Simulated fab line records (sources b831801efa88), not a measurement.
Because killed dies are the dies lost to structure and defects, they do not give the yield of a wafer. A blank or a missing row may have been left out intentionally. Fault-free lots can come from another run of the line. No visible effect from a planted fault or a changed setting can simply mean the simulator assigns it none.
fab line records	flow sky130
record: lots: 11	wafers: 33	last-day: 50
route steps=708 shown LDD_N@253 LDD_P@262 SD_P@322 PAD_OPEN@708
lots that met no fault: taken from a fault-free run of the same line
start-h: hours from the record's first day to the start of the lot's first wafer shown	wait-h: hours from the lot's prior step to this one	" unchanged from the row above	L1.1+2: a row that stands for several wafers	- no value, or no start was given	* or withheld: withheld	< > ~ a bound
route shown NAME@n: NAME is a module with steps in the file, n the number in the route of the first one	usual: the fault-free wafers' mean and standard deviation	same: alike in all rows	chamber/n: place in a boat	sites: each site's reading	_std_site: standard deviation across them	_edge_site: outer sites' mean less inner sites'	radius-mm: how far each site lies from the wafer's centre	mask NAME#n: copy n	behind: the last tool/chamber to shape the wafer	hold: the reason the lot was held/the length of the hold in hours/how it ended	device: whichever transistor did not switch (one of n, p or np)	end of line: the same wafers' tests at the end of the route	a step with no rows: only its recipe	killed: dies lost to structure and defects at the first sort, not the wafer's yield	map: a wafer's dies, x killed, . not, _ none there
set.NAME: the setting the step ran with; set.NAME@STEP: the setting that earlier step ran with	model.NAME: the simulator's own value behind a step, which no gauge read
a sample of lots followed through the steps of the route, with each step as a table and each wafer as a row
services: when a tool's chamber went out of use (start-h, in hours from the record's first day, below 0 if earlier), for how many hours, and the reason
== steps ==
step: SKY_LDD_N_STRIP_16
recipe: chemistry: O2/N2	power-w: 1400	pressure-mtorr: 1500	platen-temp-c: withheld	o2-flow-sccm: 3000	n2-flow-sccm: 300	overash-fraction: 0.5
usual: drypump-motor-current-A: 5.4/0.4	n2-flow-sccm: 300.2/0.94	oes-product-au: 0.407/0.0046	strip-time-to-endpoint-s: 4.312/0.017
lot.wafer	tool	chamber	start-h	wait-h	drypump-motor-current-A	n2-flow-sccm	oes-product-au	rf-hours-counter-h	strip-time-to-endpoint-s
L985.1	plasma-asher-04	0	423.50	0.1	5.1	300.0	0.404	60	4.313
L985.2	"	1	"	"	5.8	300.3	0.401	60	4.318
L985.5	"	1	"	"	5.9	300.3	0.405	-	4.314
L988.2	plasma-asher-03	1	467.75	0.1	5.3	300.0	0.403	34	4.291
L988.3	"	0	"	"	5.3	299.0	0.416	-	4.287
L988.5	"	0	"	"	5.3	300.8	0.401	-	4.309
L990.1	plasma-asher-04	1	470.98	0.1	5.8	300.5	0.411	65	4.291
L990.4	"	1	"	"	5.8	300.1	0.409	-	4.315
L990.5	"	1	"	"	5.8	299.8	0.405	-	4.315
L989.4	plasma-asher-03	1	471.99	0.1	5.3	300.0	0.406	-	4.322
L989.5	"	1	"	"	5.3	301.6	0.410	-	4.308
L989.6	"	0	"	"	5.3	300.3	0.408	-	4.298
L991.2	plasma-asher-01	1	489.35	0.1	5.0	300.4	0.406	5	4.307
L991.4	"	1	"	"	5.0	299.6	0.411	-	4.328
L991.5	"	1	"	"	5.0	300.3	0.412	-	4.316
L995.2	plasma-asher-04	1	504.56	0.1	5.9	300.6	0.406	69	4.330
L995.5	"	1	"	"	5.8	299.9	0.402	-	4.316
L995.6	"	0	"	"	5.1	301.2	0.409	-	4.321
L997.4	plasma-asher-04	0	525.33	0.1	5.1	300.3	0.399	-	4.333
L997.5	"	0	"	"	5.1	299.5	0.413	-	4.336
L997.6	"	1	"	"	5.8	298.9	0.403	-	4.322
L103.1	plasma-asher-03	1	576.00	0.1	5.3	299.6	0.404	44	4.300
L103.3	"	0	"	"	5.3	300.8	0.402	-	4.304
L103.6	"	0	"	"	5.3	300.8	0.402	-	4.298
L105.2	plasma-asher-04	0	595.20	0.1	5.1	299.8	0.407	79	4.290
L105.4	"	0	"	"	5.1	299.8	0.397	-	4.270
L105.5	"	1	"	"	5.9	298.6	0.407	-	4.290
L106.1	plasma-asher-03	0	597.98	0.1	5.3	301.2	0.410	46	4.309
L106.3	"	0	"	"	5.3	299.2	0.406	-	4.300
L106.4	"	1	"	"	5.2	299.5	0.406	-	4.325
L107.2	plasma-asher-03	1	602.86	0.1	5.2	300.5	0.415	47	4.343
L107.3	"	1	"	"	5.2	300.4	0.408	-	4.323
L107.4	"	0	"	"	5.3	299.3	0.414	-	4.326
step: SKY_LDD_P_CD_MEAS_07
recipe: target-cd-nm: 380
usual: cd-nm: 379.6/2.2
lot.wafer	tool	chamber	start-h	wait-h	cd-nm
L985.1	cd-sem-01	-	454.56	0.1	381.2
L985.2	"	-	"	"	379.1
L985.5	"	-	"	"	379.2
L988.2	cd-sem-01	-	498.62	0.1	376.4
L988.3	"	-	"	"	378.5
L988.5	"	-	"	"	376.7
L990.1	cd-sem-01	-	501.51	0.1	377.2
L990.4	"	-	"	"	379.2
L990.5	"	-	"	"	379.8
L989.4	cd-sem-01	-	502.86	0.1	378.0
L989.5	"	-	"	"	379.1
L989.6	"	-	"	"	375.3
L991.2	cd-sem-02	-	520.37	0.1	379.9
L991.4	"	-	"	"	379.2
L991.5	"	-	"	"	380.0
L995.2	cd-sem-02	-	535.03	0.1	383.8
L995.5	"	-	"	"	382.7
L995.6	"	-	"	"	383.5
L997.4	cd-sem-01	-	555.42	0.1	381.1
L997.5	"	-	"	"	379.2
L997.6	"	-	"	"	380.7
L103.1	cd-sem-01	-	604.05	0.1	378.2
L103.3	"	-	"	"	378.3
L103.6	"	-	"	"	378.3
L105.2	cd-sem-02	-	624.08	0.1	379.3
L105.4	"	-	"	"	379.2
L105.5	"	-	"	"	377.1
L106.1	cd-sem-01	-	626.86	0.1	379.3
L106.3	"	-	"	"	381.8
L106.4	"	-	"	"	377.9
L107.2	cd-sem-02	-	631.23	0.1	380.5
L107.3	"	-	"	"	381.7
L107.4	"	-	"	"	381.0
step: SKY_LDD_P_STRIP_10
recipe: chemistry: O2/N2	power-w: 1400	pressure-mtorr: 1500	platen-temp-c: withheld	o2-flow-sccm: 3000	n2-flow-sccm: 300	overash-fraction: 0.5
usual: drypump-motor-current-A: 5.5/0.45	n2-flow-sccm: 300.1/0.93	oes-product-au: 0.715/0.0043	strip-time-to-endpoint-s: 14.18/0.036
lot.wafer	tool	chamber	start-h	wait-h	drypump-motor-current-A	n2-flow-sccm	oes-product-au	rf-hours-counter-h	strip-time-to-endpoint-s
L985.1	plasma-asher-02	0	454.87	0.1	5.0	300.7	0.722	76	14.13
L985.2	"	1	"	"	5.7	298.1	0.713	76	14.16
L985.5	"	0	"	"	5.0	300.7	0.719	-	14.15
L988.2	plasma-asher-02	0	498.90	0.1	5.1	301.2	0.723	81	14.16
L988.3	"	0	"	"	5.0	301.3	0.719	-	14.16
L988.5	"	0	"	"	5.0	300.9	0.712	-	14.22
L990.1	plasma-asher-01	1	501.82	0.1	5.0	299.9	0.718	7	14.19
L990.4	"	0	"	"	6.1	300.7	0.720	-	14.20
L990.5	"	1	"	"	5.0	300.0	0.710	-	14.17
L989.4	plasma-asher-04	0	503.14	0.1	5.1	298.5	0.716	-	14.19
L989.5	"	0	"	"	5.1	300.5	0.711	-	14.21
L989.6	"	1	"	"	5.9	301.6	0.719	-	14.19
L991.2	plasma-asher-04	0	520.65	0.1	5.1	299.6	0.713	71	14.16
L991.4	"	0	"	"	5.1	300.8	0.714	-	14.16
L991.5	"	1	"	"	5.8	300.2	0.712	-	14.17
L995.2	plasma-asher-04	1	535.32	0.1	5.9	301.3	0.715	73	14.23
L995.5	"	0	"	"	5.1	300.6	0.712	-	14.18
L995.6	"	1	"	"	5.8	300.3	0.712	-	14.16
L997.4	plasma-asher-01	1	555.70	0.1	5.0	299.7	0.716	-	14.16
L997.5	"	0	"	"	6.1	298.7	0.713	-	14.17
L997.6	"	1	"	"	5.0	300.1	0.719	-	14.20
L103.1	plasma-asher-01	0	604.35	0.1	6.1	302.0	0.720	15	14.19
L103.3	"	1	"	"	5.0	300.7	0.721	-	14.18
L103.6	"	1	"	"	5.0	298.7	0.710	-	14.20
L105.2	plasma-asher-02	0	624.37	0.1	5.0	299.8	0.707	92	14.22
L105.4	"	0	"	"	5.1	301.3	0.715	-	14.19
L105.5	"	0	"	"	5.0	300.8	0.719	-	14.24
L106.1	plasma-asher-01	1	627.17	0.1	5.0	300.2	0.709	18	14.19
L106.3	"	0	"	"	6.1	298.7	0.714	-	14.19
L106.4	"	1	"	"	5.0	301.3	0.719	-	14.19
L107.2	plasma-asher-02	0	631.52	0.1	5.0	301.1	0.715	93	14.16
L107.3	"	1	"	"	5.7	299.1	0.720	-	14.15
L107.4	"	0	"	"	5.1	300.2	0.712	-	14.12
step: SKY_SD_P_COAT_02
recipe: resist: NOVOLAK	spin-rpm: 3000	resist-thk-nm: 1140
lot.wafer	tool	chamber	start-h	wait-h
L985.1+2+5	litho-track-02	0	593.00	0.1
L988.2+3+5	litho-track-03	0	634.85	0.1
L990.1+4+5	litho-track-01	0	638.51	0.1
L989.4+5+6	litho-track-01	0	639.79	0.1
L991.2+4+5	litho-track-03	0	655.45	0.1
L995.2+5+6	litho-track-01	0	669.99	0.1
L997.4+5+6	litho-track-01	0	687.19	0.1
L103.1+3+6	litho-track-01	0	737.06	0.1
L105.2+4+5	litho-track-01	0	754.19	0.1
L106.1+3+4	litho-track-03	0	757.52	0.1
L107.2+3+4	litho-track-02	0	760.43	0.1
step: SKY_SD_P_CD_MEAS_07
recipe: target-cd-nm: 380
usual: cd-nm: 380.1/2.6
lot.wafer	tool	chamber	start-h	wait-h	cd-nm
L985.1	cd-sem-02	-	607.26	0.1	381.5
L985.2	"	-	"	"	382.3
L985.5	"	-	"	"	381.5
L988.2	cd-sem-02	-	649.79	0.1	377.1
L988.3	"	-	"	"	376.3
L988.5	"	-	"	"	379.6
L990.1	cd-sem-02	-	653.31	0.1	379.7
L990.4	"	-	"	"	381.4
L990.5	"	-	"	"	380.7
L989.4	cd-sem-02	-	654.53	0.1	380.5
L989.5	"	-	"	"	380.6
L989.6	"	-	"	"	382.1
L991.2	cd-sem-02	-	669.92	0.1	376.6
L991.4	"	-	"	"	378.1
L991.5	"	-	"	"	380.5
L995.2	cd-sem-02	-	684.22	0.1	377.2
L995.5	"	-	"	"	377.6
L995.6	"	-	"	"	378.8
L997.4	cd-sem-02	-	701.18	0.2	382.4
L997.5	"	-	"	"	383.9
L997.6	"	-	"	"	384.9
L103.1	cd-sem-02	-	750.85	0.1	378.2
L103.3	"	-	"	"	469.3
L103.6	"	-	"	"	378.7
L105.2	cd-sem-02	-	767.98	0.1	462.9
L105.4	"	-	"	"	374.1
L105.5	"	-	"	"	375.2
L106.1	cd-sem-02	-	770.62	0.1	377.6
L106.3	"	-	"	"	378.2
L106.4	"	-	"	"	378.4
L107.2	cd-sem-01	-	774.33	0.1	386.2
L107.3	"	-	"	"	387.4
L107.4	"	-	"	"	384.2
step: SKY_SD_P_STRIP_10
recipe: chemistry: O2/N2	power-w: 1400	pressure-mtorr: 1500	platen-temp-c: withheld	o2-flow-sccm: 3000	n2-flow-sccm: 300	overash-fraction: 0.5
usual: drypump-motor-current-A: 5.4/0.37	n2-flow-sccm: 299.9/0.86	oes-product-au: 0.617/0.0045	strip-time-to-endpoint-s: 17.49/0.037
lot.wafer	tool	chamber	start-h	wait-h	drypump-motor-current-A	n2-flow-sccm	oes-product-au	rf-hours-counter-h	strip-time-to-endpoint-s
L985.1	plasma-asher-01	0	607.57	0.1	6.1	301.2	0.617	16	17.50
L985.2	"	1	"	"	5.0	299.9	0.619	16	17.55
L985.5	"	0	"	"	6.1	300.1	0.617	-	17.55
L988.2	plasma-asher-02	1	650.08	0.1	5.7	301.6	0.619	94	17.56
L988.3	"	1	"	"	5.7	301.6	0.625	-	17.50
L988.5	"	1	"	"	5.7	301.5	0.619	-	17.51
L990.1	plasma-asher-02	0	653.62	0.1	5.1	299.7	0.607	95	17.50
L990.4	"	1	"	"	5.7	299.5	0.617	-	17.45
L990.5	"	0	"	"	5.0	299.0	0.616	-	17.49
L989.4	plasma-asher-03	1	654.81	0.1	5.2	300.5	0.609	-	17.44
L989.5	"	1	"	"	5.2	299.6	0.618	-	17.49
L989.6	"	0	"	"	5.3	301.0	0.621	-	17.42
L991.2	plasma-asher-02	1	670.21	0.1	5.7	299.5	0.621	96	17.44
L991.4	"	1	"	"	5.7	299.2	0.612	-	17.48
L991.5	"	1	"	"	5.7	299.9	0.614	-	17.48
L995.2	plasma-asher-03	0	684.51	0.1	5.3	299.0	0.626	55	17.43
L995.5	"	0	"	"	5.3	300.1	0.625	-	17.47
L995.6	"	1	"	"	5.2	301.4	0.619	-	17.45
L997.4	plasma-asher-02	0	701.46	0.1	5.0	298.6	0.615	-	17.43
L997.5	"	0	"	"	5.0	300.3	0.618	-	17.48
L997.6	"	1	"	"	5.7	299.4	0.622	-	17.46
L103.1	plasma-asher-02	0	751.16	0.1	5.0	299.6	0.615	1	17.50
L103.3	"	0	"	"	5.1	300.6	0.505	-	10.19
L103.6	"	0	"	"	5.0	300.1	0.615	-	17.52
L105.2	plasma-asher-02	0	768.27	0.1	5.1	299.3	0.514	2	10.21
L105.4	"	0	"	"	5.1	300.4	0.627	-	17.47
L105.5	"	1	"	"	5.7	301.5	0.622	-	17.50
L106.1	plasma-asher-03	1	770.93	0.1	5.2	302.2	0.613	64	17.53
L106.3	"	1	"	"	5.2	300.8	0.619	-	17.54
L106.4	"	0	"	"	5.3	300.1	0.617	-	17.52
L107.2	plasma-asher-01	1	774.62	0.1	5.0	300.8	0.619	32	17.52
L107.3	"	0	"	"	6.1	299.7	0.613	-	17.52
L107.4	"	1	"	"	5.0	299.9	0.612	-	17.55
step: SKY_PAD_OPEN_PROBE_99
usual: killed_at_M0_to_M3: 43/6.6	killed_at_M4_up: 2.9/1.6	killed-at-contacts: 24/4.9	killed-at-front-end: 15/4.5	killed-at-other: 0.2/0.45	killed-dies: 86/8.8	killed-open: 48/6.4	killed-short: 38/5.6
same: gross-dies: 492	killed-at-back-side: 0
lot.wafer	tool	chamber	start-h	wait-h	killed_at_M0_to_M3	killed_at_M4_up	killed-at-contacts	killed-at-front-end	killed-at-other	killed-dies	killed-open	killed-short
L103.1	prober-01	-	1188.24	0.1	35	4	25	26	0	90	56	34
killed by level:class
L103.1 CONTACT:geometric-particle:open=11 VIA1:geometric-particle:open=10 POLY_GATE:geometric-particle:open=7 FIELD_ISO:geometric-particle:short=6 VIA2:geometric-particle:open=6 FIELD_ISO:geometric-particle:open=5 CONTACT:geometric-particle:short=5 METAL2:geometric-particle:short=5
== services ==
tool	chamber	start-h	hours	kind
plasma-asher-01	-	421.25	9.0	pm
plasma-asher-03	-	433.61	1.2	repair
plasma-asher-01	-	470.70	3.5	repair
plasma-asher-02	-	481.67	1.0	repair
plasma-asher-03	-	482.86	15.6	pm
plasma-asher-02	-	494.16	0.9	repair
plasma-asher-01	-	494.59	1.1	repair
plasma-asher-01	-	504.35	7.3	repair
plasma-asher-03	-	505.02	1.6	repair
plasma-asher-01	-	524.93	8.2	repair
plasma-asher-02	-	541.47	2.7	repair
plasma-asher-02	-	582.64	4.0	repair
plasma-asher-03	-	592.60	2.2	repair
plasma-asher-01	-	598.70	2.8	pm
plasma-asher-02	-	604.09	14.6	pm
plasma-asher-02	-	698.84	2.2	repair
plasma-asher-04	-	703.91	2.8	pm
plasma-asher-02	-	733.75	9.0	pm
plasma-asher-02	0	733.75	9.0	vent-cycle
plasma-asher-02	1	733.75	9.0	vent-cycle
plasma-asher-01	-	735.68	1.2	repair
plasma-asher-02	0	742.75	-	clean
plasma-asher-02	1	742.75	-	clean
plasma-asher-02	-	762.01	2.1	repair
== key ==
first-sign: step: SKY_SD_P_CD_MEAS_07	reading: cd-nm	direction: up	sigmas: 34	usual: 380.1	struck: 466.1
effect: step: SKY_SD_P_STRIP_10	reading: strip-time-to-endpoint-s	direction: down	sigmas: 99+	usual: *	struck: *
met-at SKY_SD_P_COAT_02
struck-lots L103,L105
struck-wafers L103.3,L105.2
tester-left-out L103,L105
not-acting-at SKY_LDD_N_STRIP_16,SKY_LDD_P_CD_MEAS_07,SKY_LDD_P_STRIP_10
onset-between 687.19 737.06
fault: kind: process-parameter-drift	tool: litho-track-01	chamber: -	onset-h: 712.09	steps: SKY_SD_P_COAT_02	channel: resist-thk-nm	offset: -633.25	shape: step	end-h: 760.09	scope: struck-wafers-only	acts-in: these-recipes-only	stated: 1140
tester-left-out: of these lots the tester's yield and bins aren't shown, on N5 and GAA mostly nor the transistor test; their killed dies are dies lost to structure and defects alone, not to doping, threshold or leakage, so they don't give the yield
